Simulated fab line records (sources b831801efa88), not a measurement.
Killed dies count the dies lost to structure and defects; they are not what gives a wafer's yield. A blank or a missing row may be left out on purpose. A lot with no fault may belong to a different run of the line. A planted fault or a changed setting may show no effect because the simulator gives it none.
Check of tool commonality	flow gf180mcu	Lots sampled 10, wafers sampled 30

== REASON IT WAS OPENED ==
At GF_MIM_RS_MEAS_10 the reading MIM_ALCU_RS is flagged on 2 of 10 lots. No-fault wafers: 0.1597 ohm/sq, standard deviation 0.0018.
Rule: a lot is flagged in two cases, either no wafer of it has a number, or all its wafers with numbers fall more than 4 standard deviations from that mean. All remaining lots are regarded as sound.

lot	measured	on	MIM_ALCU_RS (ohm/sq), wafer by wafer	flag
L893	day 24 08:38	film metro-03	0.1609 0.1597 0.1596	
L894	day 24 21:13	film metro-01	0.1580 0.1609 0.1590	
L896	day 25 03:20	film metro-03	0.1599 0.1588 0.1601	
L897	day 25 13:10	film metro-03	0.1567 0.1562 0.1589	
L902	day 27 09:26	film metro-04	0.1584 0.1579 0.1577	
L904	day 27 17:48	film metro-01	0.4351 0.4349 0.4407	FLAGGED
L905	day 27 23:56	film metro-03	0.4346 0.4324 0.4357	FLAGGED
L911	day 30 04:46	film metro-03	0.1617 0.1587 0.1606	
L915	day 30 17:49	film metro-01	0.1626 0.1615 0.1622	
L916	day 31 05:21	film metro-03	0.1636 0.1610 0.1621	
Averaged over the flagged lots the numbers come to 0.4356 ohm/sq, +0.2759 ohm/sq from the usual (+99 or more standard deviations).

== LOT BY LOT: THE TOOL USED ==
The record holds 3 process steps before the reading, out of a route of 602 steps. In each cell: the tool, then ch and the chambers that the sampled wafers went through, then the start.
lot	flag	GF_MIM_SPUTTER_04	GF_MIM_SPUTTER_07	GF_MIM_SPUTTER_08
L893		pvd sputter-03, day 24 08:25	pvd sputter-04, day 24 08:32	pvd sputter-04, day 24 08:35
L894		pvd sputter-02, day 24 20:58	pvd sputter-04, day 24 21:05	pvd sputter-04, day 24 21:08
L896		pvd sputter-02, day 25 03:04	pvd sputter-03, day 25 03:12	pvd sputter-03, day 25 03:14
L897		pvd sputter-04, day 25 12:55	pvd sputter-03, day 25 13:02	pvd sputter-03, day 25 13:05
L902		pvd sputter-02, day 27 09:09	pvd sputter-03, day 27 09:17	pvd sputter-03, day 27 09:20
L904	FLAGGED	pvd sputter-04, day 27 17:31	pvd sputter-03, day 27 17:40	pvd sputter-03, day 27 17:42
L905	FLAGGED	pvd sputter-04, day 27 23:42	pvd sputter-03, day 27 23:50	pvd sputter-03, day 27 23:53
L911		pvd sputter-04, day 30 04:28	pvd sputter-04, day 30 04:36	pvd sputter-04, day 30 04:38
L915		pvd sputter-03, day 30 17:35	pvd sputter-04, day 30 17:43	pvd sputter-04, day 30 17:45
L916		pvd sputter-03, day 31 05:05	pvd sputter-02, day 31 05:13	pvd sputter-02, day 31 05:16
What is done by these steps:
- GF_MIM_SPUTTER_04: material TiN, target thk 50 nm, time 41.7 s.
- GF_MIM_SPUTTER_07: material TiN, target thk 60 nm, time 50 s.
- GF_MIM_SPUTTER_08: material AlCu, target thk 200 nm, time 10.6 s.
- GF_MIM_RS_MEAS_10: measures by four-point-probe.

== FLAGGED AGAINST TOTAL, ONE TOOL AT A TIME (gauges that did the reading follow at the end) ==
step	tool	lots run	flagged	share of the flagged lots	sound lots run after its first flagged lot
GF_MIM_SPUTTER_04	pvd sputter-02	3	0	none	-
GF_MIM_SPUTTER_04	pvd sputter-03	3	0	none	-
GF_MIM_SPUTTER_04	pvd sputter-04	4	2	all	1 (L911)
GF_MIM_SPUTTER_07	pvd sputter-02	1	0	none	-
GF_MIM_SPUTTER_07	pvd sputter-03	5	2	all	0
GF_MIM_SPUTTER_07	pvd sputter-04	4	0	none	-
GF_MIM_SPUTTER_08	pvd sputter-02	1	0	none	-
GF_MIM_SPUTTER_08	pvd sputter-03	5	2	all	0
GF_MIM_SPUTTER_08	pvd sputter-04	4	0	none	-
GF_MIM_RS_MEAS_10	film metro-01	3	1	some	1 (L915)
GF_MIM_RS_MEAS_10	film metro-03	6	1	some	2 (L911,L916)
GF_MIM_RS_MEAS_10	film metro-04	1	0	none	-

== WHAT THE TABLE ALLOWS ==
All flagged lots were run by 3 table rows, namely pvd sputter-04 at GF_MIM_SPUTTER_04, pvd sputter-03 at GF_MIM_SPUTTER_07, pvd sputter-03 at GF_MIM_SPUTTER_08.
- pvd sputter-04 at GF_MIM_SPUTTER_04: 2 of its 4 lots flagged. Sound lots followed the first flagged one (L911) on it, something a lasting fault affecting the whole tool could not allow.
- pvd sputter-03 at GF_MIM_SPUTTER_07: 2 of its 5 lots flagged. It ran its last sound lot, L902, at day 27 09:17 and its first flagged lot, L904, at day 27 17:40: a fault with its onset between the two fits.
- pvd sputter-03 at GF_MIM_SPUTTER_08: 2 of its 5 lots flagged. It ran its last sound lot, L902, at day 27 09:20 and its first flagged lot, L904, at day 27 17:42: a fault with its onset between the two fits.
Left over: one tool, pvd sputter-03 at GF_MIM_SPUTTER_07 and GF_MIM_SPUTTER_08.

== WHAT THE SIMULATOR HAD INSERTED ==
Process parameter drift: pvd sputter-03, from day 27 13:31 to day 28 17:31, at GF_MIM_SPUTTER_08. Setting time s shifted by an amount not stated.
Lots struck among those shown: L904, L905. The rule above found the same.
